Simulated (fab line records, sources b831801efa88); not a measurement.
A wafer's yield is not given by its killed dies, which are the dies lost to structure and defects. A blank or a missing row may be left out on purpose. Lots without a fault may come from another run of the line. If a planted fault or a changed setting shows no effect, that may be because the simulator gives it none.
fab line records ; flow sky130
[record] lots = 11; wafers = 33; last_day = 50
route steps=708 shown RES_XHIGH@360 LI_CONTACT@363 LOCAL_INTERCONNECT@387 PAD_OPEN@708
lots that met no fault: from a run of the same line without faults
start_h: hours from the record's first day to the start of the lot's first wafer shown ; wait_h: hours since the lot's step before ; " same as the row above ; L1.1+2: a row that stands for several wafers ; - no value present, or no start provided ; * or withheld: withheld ; < > ~ a bound
route shown NAME@n: a module of which the file shows steps, and the number in the route of the first ; usual: the fault-free wafers' mean and standard deviation ; same: alike in all rows ; chamber/n: place in a boat ; sites: readings site by site ; _std_site: standard deviation across them ; _edge_site: inner sites' mean taken away from outer sites' mean ; radius_mm: how far each site lies from the wafer's centre ; mask NAME#n: copy n ; behind: the tool/chamber that last shaped the wafer ; hold: reason for holding the lot/hours on hold/outcome of the hold ; device: which transistor (n, p or np) failed to switch ; end of line: the same wafers' tests at the end of the route ; a step without rows: its recipe alone ; killed: not the wafer's yield, but the dies lost to structure and defects at the first sort ; map: a wafer's dies, x killed, . not, _ none there
set.NAME: the run value of the setting; set.NAME@STEP: its run value at that earlier step ; model.NAME: the simulator's own value behind a step, which no gauge read
route steps across a sampled set of lots; one table per step, one row per wafer
services: when a tool's chamber went out of use (start_h, in hours from the record's first day, below 0 if earlier), for how many hours, and the reason
[[steps]]
[step SKY_SD_N_RS_MEAS_18]
[recipe] thk_meas_gauge = four-point-probe
[usual] RES_XHIGH_RS = 333.7/1.2
lot.wafer;tool;chamber;start_h;wait_h;RES_XHIGH_RS[ohm/sq]
L844.2;film_metro-03;-;710.51;0.1;335.9
L844.5;film_metro-03;-;710.51;0.1;335.0
L844.6;film_metro-03;-;710.51;0.1;336.5
L843.1;film_metro-02;-;714.41;0.1;332.7
L843.2;film_metro-02;-;714.41;0.1;334.3
L843.3;film_metro-02;-;714.41;0.1;334.2
L845.2;film_metro-01;-;716.44;0.1;332.2
L845.3;film_metro-01;-;716.44;0.1;332.9
L845.4;film_metro-01;-;716.44;0.1;332.6
L846.1;film_metro-03;-;716.60;0.1;332.7
L846.4;film_metro-03;-;716.60;0.1;332.1
L846.5;film_metro-03;-;716.60;0.1;333.1
L847.4;film_metro-01;-;721.60;0.1;334.0
L847.5;film_metro-01;-;721.60;0.1;333.6
L847.6;film_metro-01;-;721.60;0.1;333.4
L854.1;film_metro-01;-;777.51;0.1;333.1
L854.2;film_metro-01;-;777.51;0.1;332.7
L854.3;film_metro-01;-;777.51;0.1;334.5
L855.1;film_metro-03;-;785.24;0.1;333.9
L855.2;film_metro-03;-;785.24;0.1;331.4
L855.4;film_metro-03;-;785.24;0.1;332.6
L856.3;film_metro-02;-;788.48;0.1;332.5
L856.5;film_metro-02;-;788.48;0.1;333.4
L856.6;film_metro-02;-;788.48;0.1;333.0
L857.4;film_metro-01;-;802.32;0.1;333.3
L857.5;film_metro-01;-;802.32;0.1;333.3
L857.6;film_metro-01;-;802.32;0.1;332.6
L859.2;film_metro-01;-;812.63;0.1;334.3
L859.4;film_metro-01;-;812.63;0.1;335.5
L859.6;film_metro-01;-;812.63;0.1;333.8
L860.1;film_metro-03;-;815.57;0.1;333.0
L860.2;film_metro-03;-;815.57;0.1;334.1
L860.4;film_metro-03;-;815.57;0.1;333.5
[step SKY_LI_CONTACT_THK_MEAS_01]
[recipe] reads = PSG_of_LI_CONTACT_HDPCVD_00
[usual] LI_CONTACT_HDPCVD_THK = 936/11
lot.wafer;tool;chamber;start_h;wait_h;LI_CONTACT_HDPCVD_THK[nm]
L844.2;film_metro-01;-;710.76;0.1;936
L844.5;film_metro-01;-;710.76;0.1;946
L844.6;film_metro-01;-;710.76;0.1;930
L843.1;film_metro-01;-;714.65;0.1;933
L843.2;film_metro-01;-;714.65;0.1;944
L843.3;film_metro-01;-;714.65;0.1;935
L845.2;film_metro-02;-;716.67;0.1;933
L845.3;film_metro-02;-;716.67;0.1;923
L845.4;film_metro-02;-;716.67;0.1;935
L846.1;film_metro-01;-;716.84;0.1;956
L846.4;film_metro-01;-;716.84;0.1;958
L846.5;film_metro-01;-;716.84;0.1;957
L847.4;film_metro-02;-;721.81;0.0;928
L847.5;film_metro-02;-;721.81;0.0;921
L847.6;film_metro-02;-;721.81;0.0;933
L854.1;film_metro-02;-;777.75;0.1;944
L854.2;film_metro-02;-;777.75;0.1;940
L854.3;film_metro-02;-;777.75;0.1;930
L855.1;film_metro-01;-;785.48;0.1;951
L855.2;film_metro-01;-;785.48;0.1;933
L855.4;film_metro-01;-;785.48;0.1;952
L856.3;film_metro-03;-;788.70;0.1;933
L856.5;film_metro-03;-;788.70;0.1;931
L856.6;film_metro-03;-;788.70;0.1;949
L857.4;film_metro-01;-;802.53;0.0;932
L857.5;film_metro-01;-;802.53;0.0;947
L857.6;film_metro-01;-;802.53;0.0;949
L859.2;film_metro-03;-;812.86;0.1;924
L859.4;film_metro-03;-;812.86;0.1;919
L859.6;film_metro-03;-;812.86;0.1;925
L860.1;film_metro-03;-;815.81;0.1;957
L860.2;film_metro-03;-;815.81;0.1;926
L860.4;film_metro-03;-;815.81;0.1;940
[step SKY_LI_CONTACT_OVL_MEAS_13]
[usual] LI_CONTACT_OVL = 5/6
lot.wafer;tool;chamber;start_h;wait_h;LI_CONTACT_OVL[nm]
L844.2;overlay-02;-;738.65;0.1;-7
L844.5;overlay-02;-;738.65;0.1;19
L844.6;overlay-02;-;738.65;0.1;-1
L843.1;overlay-01;-;742.57;0.1;-9
L843.2;overlay-01;-;742.57;0.1;3
L843.3;overlay-01;-;742.57;0.1;-2
L845.2;overlay-02;-;744.32;0.1;2
L845.3;overlay-02;-;744.32;0.1;-1
L845.4;overlay-02;-;744.32;0.1;1
L846.1;overlay-01;-;745.00;0.1;3
L846.4;overlay-01;-;745.00;0.1;-2
L846.5;overlay-01;-;745.00;0.1;5
L847.4;overlay-02;-;749.29;0.1;-4
L847.5;overlay-02;-;749.29;0.1;12
L847.6;overlay-02;-;749.29;0.1;5
L854.1;overlay-01;-;805.20;0.1;-1
L854.2;overlay-01;-;805.20;0.1;2
L854.3;overlay-01;-;805.20;0.1;8
L855.1;overlay-01;-;813.25;0.1;2
L855.2;overlay-01;-;813.25;0.1;13
L855.4;overlay-01;-;813.25;0.1;10
L856.3;overlay-02;-;816.13;0.1;3
L856.5;overlay-02;-;816.13;0.1;0
L856.6;overlay-02;-;816.13;0.1;-2
L857.4;overlay-02;-;829.53;0.1;12
L857.5;overlay-02;-;829.53;0.1;4
L857.6;overlay-02;-;829.53;0.1;10
L859.2;overlay-02;-;839.57;0.1;6
L859.4;overlay-02;-;839.57;0.1;10
L859.6;overlay-02;-;839.57;0.1;8
L860.1;overlay-01;-;842.47;0.1;1
L860.2;overlay-01;-;842.47;0.1;6
L860.4;overlay-01;-;842.47;0.1;-1
[step SKY_LOCAL_INTERCONNECT_SPUTTER_00]
[recipe] material = TiN; target_thk_nm = 100; temp_c = 300; power_w = 6500; time_s = 83.3; chamber_pressure_pa = 0.4
[usual] throttle_valve_pct = 29.8/0.79
lot.wafer;tool;chamber;start_h;wait_h;throttle_valve_pct
L844.2;pvd_sputter-02;-;739.86;0.2;29.9
L844.5;pvd_sputter-02;-;739.86;0.2;30.9
L844.6;pvd_sputter-02;-;739.86;0.2;29.9
L843.1;pvd_sputter-02;-;743.78;0.1;29.6
L843.2;pvd_sputter-02;-;743.78;0.1;29.9
L843.3;pvd_sputter-02;-;743.78;0.1;30.8
L845.2;pvd_sputter-02;-;745.53;0.2;29.6
L845.3;pvd_sputter-02;-;745.53;0.2;29.0
L845.4;pvd_sputter-02;-;745.53;0.2;29.6
L846.1;pvd_sputter-02;-;746.37;0.1;30.8
L846.4;pvd_sputter-02;-;746.37;0.1;29.9
L846.5;pvd_sputter-02;-;746.37;0.1;29.8
L847.4;pvd_sputter-02;-;750.47;0.1;30.1
L847.5;pvd_sputter-02;-;750.47;0.1;30.8
L847.6;pvd_sputter-02;-;750.47;0.1;29.8
L854.1;pvd_sputter-01;-;806.40;0.2;29.1
L854.2;pvd_sputter-01;-;806.40;0.2;31.0
L854.3;pvd_sputter-01;-;806.40;0.2;29.2
L855.1;pvd_sputter-01;-;814.45;0.2;28.8
L855.2;pvd_sputter-01;-;814.45;0.2;30.8
L855.4;pvd_sputter-01;-;814.45;0.2;29.6
L856.3;pvd_sputter-02;-;817.32;0.1;30.8
L856.5;pvd_sputter-02;-;817.32;0.1;31.0
L856.6;pvd_sputter-02;-;817.32;0.1;29.8
L857.4;pvd_sputter-02;-;830.75;0.2;28.7
L857.5;pvd_sputter-02;-;830.75;0.2;30.0
L857.6;pvd_sputter-02;-;830.75;0.2;31.0
L859.2;pvd_sputter-01;-;840.77;0.2;28.5
L859.4;pvd_sputter-01;-;840.77;0.2;29.0
L859.6;pvd_sputter-01;-;840.77;0.2;28.9
L860.1;pvd_sputter-01;-;843.67;0.1;29.4
L860.2;pvd_sputter-01;-;843.67;0.1;28.8
L860.4;pvd_sputter-01;-;843.67;0.1;30.9
[step SKY_LOCAL_INTERCONNECT_RS_MEAS_01]
[recipe] thk_meas_gauge = four-point-probe; reads = TiN_of_LOCAL_INTERCONNECT_SPUTTER_00
[usual] LOCAL_INTERCONNECT_TIN_RS = 14.21/0.13
lot.wafer;tool;chamber;start_h;wait_h;LOCAL_INTERCONNECT_TIN_RS[ohm/sq]
L844.2;film_metro-01;-;739.95;0.1;14.12
L844.5;film_metro-01;-;739.95;0.1;14.25
L844.6;film_metro-01;-;739.95;0.1;14.39
L843.1;film_metro-03;-;743.84;0.0;14.34
L843.2;film_metro-03;-;743.84;0.0;14.56
L843.3;film_metro-03;-;743.84;0.0;14.54
L845.2;film_metro-01;-;745.61;0.1;14.15
L845.3;film_metro-01;-;745.61;0.1;13.24
L845.4;film_metro-01;-;745.61;0.1;13.24
L846.1;film_metro-04;-;746.44;0.0;14.32
L846.4;film_metro-04;-;746.44;0.0;13.35
L846.5;film_metro-04;-;746.44;0.0;14.25
L847.4;film_metro-03;-;750.59;0.1;13.19
L847.5;film_metro-03;-;750.59;0.1;14.13
L847.6;film_metro-03;-;750.59;0.1;13.29
L854.1;film_metro-03;-;806.46;0.0;14.10
L854.2;film_metro-03;-;806.46;0.0;14.11
L854.3;film_metro-03;-;806.46;0.0;14.23
L855.1;film_metro-03;-;814.51;0.0;14.23
L855.2;film_metro-03;-;814.51;0.0;14.41
L855.4;film_metro-03;-;814.51;0.0;14.23
L856.3;film_metro-04;-;817.42;0.1;14.32
L856.5;film_metro-04;-;817.42;0.1;14.35
L856.6;film_metro-04;-;817.42;0.1;14.21
L857.4;film_metro-03;-;830.84;0.1;14.19
L857.5;film_metro-03;-;830.84;0.1;14.10
L857.6;film_metro-03;-;830.84;0.1;14.35
L859.2;film_metro-03;-;840.85;0.1;14.33
L859.4;film_metro-03;-;840.85;0.1;14.14
L859.6;film_metro-03;-;840.85;0.1;14.27
L860.1;film_metro-04;-;843.73;0.0;14.38
L860.2;film_metro-04;-;843.73;0.0;14.22
L860.4;film_metro-04;-;843.73;0.0;14.33
[step SKY_LOCAL_INTERCONNECT_THK_MEAS_02]
[recipe] thk_meas_gauge = xrf; reads = TiN_of_LOCAL_INTERCONNECT_SPUTTER_00
[usual] LOCAL_INTERCONNECT_TIN_THK = 99.3/0.94
lot.wafer;tool;chamber;start_h;wait_h;LOCAL_INTERCONNECT_TIN_THK[nm]
L844.2;film_metro-01;-;740.06;0.1;99.1
L844.5;film_metro-01;-;740.06;0.1;98.4
L844.6;film_metro-01;-;740.06;0.1;97.7
L843.1;film_metro-03;-;743.96;0.1;97.8
L843.2;film_metro-03;-;743.96;0.1;97.1
L843.3;film_metro-03;-;743.96;0.1;96.8
L845.2;film_metro-01;-;745.72;0.1;100.1
L845.3;film_metro-01;-;745.72;0.1;106.5
L845.4;film_metro-01;-;745.72;0.1;106.8
L846.1;film_metro-04;-;746.56;0.1;98.1
L846.4;film_metro-04;-;746.56;0.1;105.2
L846.5;film_metro-04;-;746.56;0.1;98.7
L847.4;film_metro-03;-;750.68;0.1;107.3
L847.5;film_metro-03;-;750.68;0.1;100.8
L847.6;film_metro-03;-;750.68;0.1;106.3
L854.1;film_metro-03;-;806.58;0.1;100.3
L854.2;film_metro-03;-;806.58;0.1;100.0
L854.3;film_metro-03;-;806.58;0.1;99.8
L855.1;film_metro-03;-;814.63;0.1;99.2
L855.2;film_metro-03;-;814.63;0.1;98.5
L855.4;film_metro-03;-;814.63;0.1;99.5
L856.3;film_metro-04;-;817.52;0.1;98.4
L856.5;film_metro-04;-;817.52;0.1;98.5
L856.6;film_metro-04;-;817.52;0.1;99.3
L857.4;film_metro-03;-;830.93;0.1;99.3
L857.5;film_metro-03;-;830.93;0.1;100.1
L857.6;film_metro-03;-;830.93;0.1;98.5
L859.2;film_metro-03;-;840.96;0.1;99.2
L859.4;film_metro-03;-;840.96;0.1;99.8
L859.6;film_metro-03;-;840.96;0.1;99.2
L860.1;film_metro-04;-;843.85;0.1;98.6
L860.2;film_metro-04;-;843.85;0.1;99.3
L860.4;film_metro-04;-;843.85;0.1;98.5
[step SKY_LOCAL_INTERCONNECT_METAL_ETCH_14]
[recipe] target_depth_nm = 110; stop_on = PSG; chemistry = Cl2/BCl3; target = TiN; resist_sidewall_deg = 88; pressure_mtorr = 10; icp_w = 900; bias_w = 48.5; Cl2_flow_sccm = 60; bcl3_flow_sccm = 30; time_s = 31.4
[usual] bias_w = 48.49/0.12; drypump_motor_current_A = 5.5/0.36; mfc_cl2_sccm = 60.01/0.18; oes_product_au = 0.938/0.0065; throttle_valve_pct = 21.902/0.011
lot.wafer;tool;chamber;start_h;wait_h;bias_w;drypump_motor_current_A;mfc_cl2_sccm;oes_product_au;rf_hours_counter_h;throttle_valve_pct
L844.2;rie_metal-02;0;766.85;0.0;48.66;4.8;60.24;0.943;12;21.902
L844.5;rie_metal-02;1;766.85;0.0;48.70;5.7;60.27;0.938;-;21.899
L844.6;rie_metal-02;0;766.85;0.0;48.53;4.8;60.24;0.933;-;21.907
L843.1;rie_metal-04;0;771.50;0.0;48.42;5.7;59.80;0.929;13;21.912
L843.2;rie_metal-04;1;771.50;0.0;48.54;5.8;60.12;0.927;9;21.909
L843.3;rie_metal-04;0;771.50;0.0;48.36;5.7;59.74;0.927;-;21.913
L845.2;rie_metal-04;1;772.82;0.0;48.41;5.8;59.92;0.933;9;21.891
L845.3;rie_metal-04;0;772.82;0.0;48.47;5.7;59.98;0.972;-;21.875
L845.4;rie_metal-04;1;772.82;0.0;48.45;5.8;60.10;0.980;-;21.890
L846.1;rie_metal-04;1;773.77;0.0;48.66;5.8;59.82;0.929;10;21.910
L846.4;rie_metal-04;1;773.77;0.0;48.56;5.8;60.05;0.978;-;21.883
L846.5;rie_metal-04;0;773.77;0.0;48.31;5.7;60.37;0.943;-;21.904
L847.4;rie_metal-03;0;778.15;0.0;48.34;5.6;60.12;0.978;-;21.858
L847.5;rie_metal-03;0;778.15;0.0;48.51;5.6;60.21;0.936;-;21.899
L847.6;rie_metal-03;1;778.15;0.0;48.61;5.1;59.84;0.978;-;21.859
L854.1;rie_metal-04;0;833.13;0.0;48.59;5.7;59.92;0.937;16;21.896
L854.2;rie_metal-04;1;833.13;0.0;48.44;5.8;59.94;0.939;12;21.903
L854.3;rie_metal-04;0;833.13;0.0;48.31;5.7;59.82;0.936;-;21.898
L855.1;rie_metal-03;0;841.12;0.0;48.34;5.5;59.75;0.940;2;21.879
L855.2;rie_metal-03;1;841.12;0.0;48.47;5.1;60.02;0.935;6;21.900
L855.4;rie_metal-03;0;841.12;0.0;48.43;5.5;59.62;0.936;-;21.914
L856.3;rie_metal-03;0;844.33;0.0;48.31;5.5;59.75;0.927;-;21.896
L856.5;rie_metal-03;0;844.33;0.0;48.51;5.5;60.18;0.929;-;21.908
L856.6;rie_metal-03;1;844.33;0.0;48.52;5.1;60.20;0.935;-;21.905
L857.4;rie_metal-03;1;857.35;0.0;48.47;5.1;59.89;0.937;-;21.912
L857.5;rie_metal-03;0;857.35;0.0;48.63;5.5;59.94;0.943;-;21.890
L857.6;rie_metal-03;1;857.35;0.0;48.61;5.1;59.87;0.932;-;21.925
L859.2;rie_metal-04;0;867.07;0.0;48.41;5.7;59.97;0.939;17;21.922
L859.4;rie_metal-04;1;867.07;0.0;48.36;5.8;59.89;0.952;-;21.904
L859.6;rie_metal-04;1;867.07;0.0;48.38;5.8;59.62;0.941;-;21.908
L860.1;rie_metal-03;1;870.08;0.0;48.29;5.1;60.06;0.927;8;21.912
L860.2;rie_metal-03;0;870.08;0.0;48.39;5.6;59.77;0.938;3;21.893
L860.4;rie_metal-03;1;870.08;0.0;48.46;5.1;60.26;0.945;-;21.885
[step SKY_PAD_OPEN_PROBE_99]
[usual] killed_at_M0_to_M3 = 43/6.8; killed_at_M4_up = 3.0/1.6; killed_at_contacts = 25/6; killed_at_front_end = 15/4.4; killed_at_other = 0.3/0.52; killed_dies = 86/9.6; killed_open = 47/6.7; killed_short = 39/6.8
[same] gross_dies = 492; killed_at_back_side = 0
lot.wafer;tool;chamber;start_h;wait_h;killed_at_M0_to_M3;killed_at_M4_up;killed_at_contacts;killed_at_front_end;killed_at_other;killed_dies;killed_open;killed_short
L843.1;prober-02;-;1126.81;0.1;34;3;25;20;0;82;51;31
L843.2;prober-02;-;1126.86;0.1;45;1;28;17;0;91;58;33
L843.3;prober-02;-;1126.91;0.2;35;3;29;19;0;86;48;38
L846.1;prober-02;-;1128.31;0.1;36;7;27;8;0;78;48;30
L846.4;prober-02;-;1128.46;0.2;49;4;21;11;0;85;36;48
L846.5;prober-02;-;1128.51;0.2;58;2;21;13;0;94;54;40
L847.4;prober-01;-;1130.14;0.2;49;3;21;13;0;86;39;47
L847.5;prober-01;-;1130.19;0.2;43;3;23;16;0;85;42;43
L847.6;prober-01;-;1130.24;0.2;37;4;24;11;0;76;47;29
L859.2;prober-01;-;1190.43;0.1;43;2;31;25;0;101;56;44
L859.4;prober-01;-;1190.53;0.2;42;6;21;12;1;82;40;40
L859.6;prober-01;-;1190.63;0.2;39;4;24;14;0;81;50;30
// killed by level:class
L843.1 VIA1:geometric_particle:open=14 CONTACT:geometric_particle:open=10 LI_CONTACT:geometric_particle:open=9 FIELD_ISO:geometric_particle:open=7 POLY_GATE:geometric_particle:short=6 FIELD_ISO:geometric_particle:short=5 VIA2:geometric_particle:open=5 CONTACT:geometric_particle:short=4
L843.2 VIA1:geometric_particle:open=12 CONTACT:geometric_particle:open=10 FIELD_ISO:geometric_particle:open=9 LI_CONTACT:geometric_particle:open=9 VIA3:geometric_particle:open=7 VIA2:geometric_particle:open=6 VIA1:geometric_particle:short=6 CONTACT:geometric_particle:short=5
L843.3 CONTACT:geometric_particle:open=11 VIA2:geometric_particle:open=7 METAL1:geometric_particle:short=6 LI_CONTACT:geometric_particle:open=6 FIELD_ISO:geometric_particle:open=5 CONTACT:geometric_particle:short=5 VIA3:geometric_particle:open=5 FIELD_ISO:geometric_particle:short=4
L846.1 LI_CONTACT:geometric_particle:open=9 CONTACT:geometric_particle:open=9 VIA1:geometric_particle:open=8 METAL4:geometric_particle:short=6 POLY_GATE:geometric_particle:open=5 LOCAL_INTERCONNECT:geometric_particle:short=5 VIA3:geometric_particle:open=5 METAL2:geometric_particle:open=4
L846.4 VIA1:geometric_particle:open=9 VIA3:geometric_particle:open=7 VIA2:geometric_particle:short=7 LOCAL_INTERCONNECT:geometric_particle:short=7 VIA1:geometric_particle:short=6 CONTACT:geometric_particle:open=6 FIELD_ISO:geometric_particle:short=5 VIA2:geometric_particle:open=5
L846.5 VIA1:geometric_particle:open=14 VIA1:geometric_particle:short=11 METAL2:geometric_particle:short=9 LI_CONTACT:geometric_particle:open=8 VIA3:geometric_particle:open=8 CONTACT:geometric_particle:open=7 VIA2:geometric_particle:open=7 POLY_GATE:geometric_particle:open=5
L847.4 METAL2:geometric_particle:short=10 VIA1:geometric_particle:open=9 CONTACT:geometric_particle:open=8 CONTACT:geometric_particle:short=5 METAL1:geometric_particle:short=5 FIELD_ISO:geometric_particle:short=4 POLY_GATE:geometric_particle:short=4 LI_CONTACT:geometric_particle:open=4
L847.5 VIA1:geometric_particle:open=11 POLY_GATE:geometric_particle:open=7 CONTACT:geometric_particle:open=7 CONTACT:geometric_particle:short=6 METAL1:geometric_particle:short=6 VIA1:geometric_particle:short=5 METAL2:geometric_particle:short=5 LI_CONTACT:geometric_particle:short=4
L847.6 LI_CONTACT:geometric_particle:open=10 VIA1:geometric_particle:open=9 VIA3:geometric_particle:open=8 POLY_GATE:geometric_particle:open=5 LI_CONTACT:geometric_particle:short=5 CONTACT:geometric_particle:open=5 METAL3:geometric_particle:short=5 METAL4:geometric_particle:short=4
L859.2 METAL1:geometric_particle:short=9 LI_CONTACT:geometric_particle:open=8 CONTACT:geometric_particle:open=8 VIA3:geometric_particle:open=8 FIELD_ISO:geometric_particle:open=7 VIA1:geometric_particle:open=7 VIA2:geometric_particle:open=7 LI_CONTACT:geometric_particle:short=6
L859.4 CONTACT:geometric_particle:open=9 VIA1:geometric_particle:open=8 CONTACT:geometric_particle:short=6 VIA1:geometric_particle:short=6 VIA3:geometric_particle:open=6 VIA3:geometric_particle:short=6 METAL4:geometric_particle:short=5 METAL1:geometric_particle:short=5
L859.6 VIA1:geometric_particle:open=11 VIA2:geometric_particle:open=9 CONTACT:geometric_particle:open=8 LI_CONTACT:geometric_particle:open=7 FIELD_ISO:geometric_particle:open=4 METAL2:geometric_particle:short=4 FIELD_ISO:geometric_particle:short=3 POLY_GATE:geometric_particle:open=3
[[services]]
tool;chamber;start_h;hours;kind
pvd_sputter-02;-;734.09;4.4;repair
rie_metal-03;0;749.87;-;clean
rie_metal-03;0;749.87;17.5;scheduled_down
rie_metal-03;0;749.87;17.5;vent_cycle
rie_metal-02;0;751.79;1.2;repair
rie_metal-04;-;755.94;14.6;pm
rie_metal-03;-;803.73;15.6;pm
rie_metal-02;-;838.41;1.1;repair
pvd_sputter-01;-;856.72;1.9;repair
[[key]]
[first_sign] step = SKY_LOCAL_INTERCONNECT_RS_MEAS_01; reading = LOCAL_INTERCONNECT_TIN_RS; direction = down; sigmas = 7.4; usual = 14.21; struck = 13.26
[effect] step = SKY_LOCAL_INTERCONNECT_THK_MEAS_02; reading = LOCAL_INTERCONNECT_TIN_THK; direction = up; sigmas = 7.6; usual = 99.3; struck = 106.4
[effect] step = SKY_LOCAL_INTERCONNECT_METAL_ETCH_14; reading = oes_product_au; direction = up; sigmas = 5.9; usual = 0.938; struck = 0.977
met_at SKY_LOCAL_INTERCONNECT_SPUTTER_00
struck_lots L845,L846,L847
struck_wafers L845.3,L845.4,L846.4,L847.4,L847.6
tester_left_out L845,L846,L847
not_acting_at SKY_SD_N_RS_MEAS_18,SKY_LI_CONTACT_THK_MEAS_01,SKY_LI_CONTACT_OVL_MEAS_13
onset_between 743.78 745.53
[fault] kind = process_parameter_drift; tool = pvd_sputter-02; chamber = -; onset_h = 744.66; steps = SKY_LOCAL_INTERCONNECT_SPUTTER_00; channel = target_thk_nm; offset = 5.7798; shape = step; end_h = 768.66; scope = struck_wafers_only; acts_in = these_recipes_only; stated = 100
// tester_left_out: of these lots the tester's yield and bins aren't shown, on N5 and GAA mostly nor the transistor test; their killed dies are dies lost to structure and defects alone, not to doping, threshold or leakage, so they don't give the yield
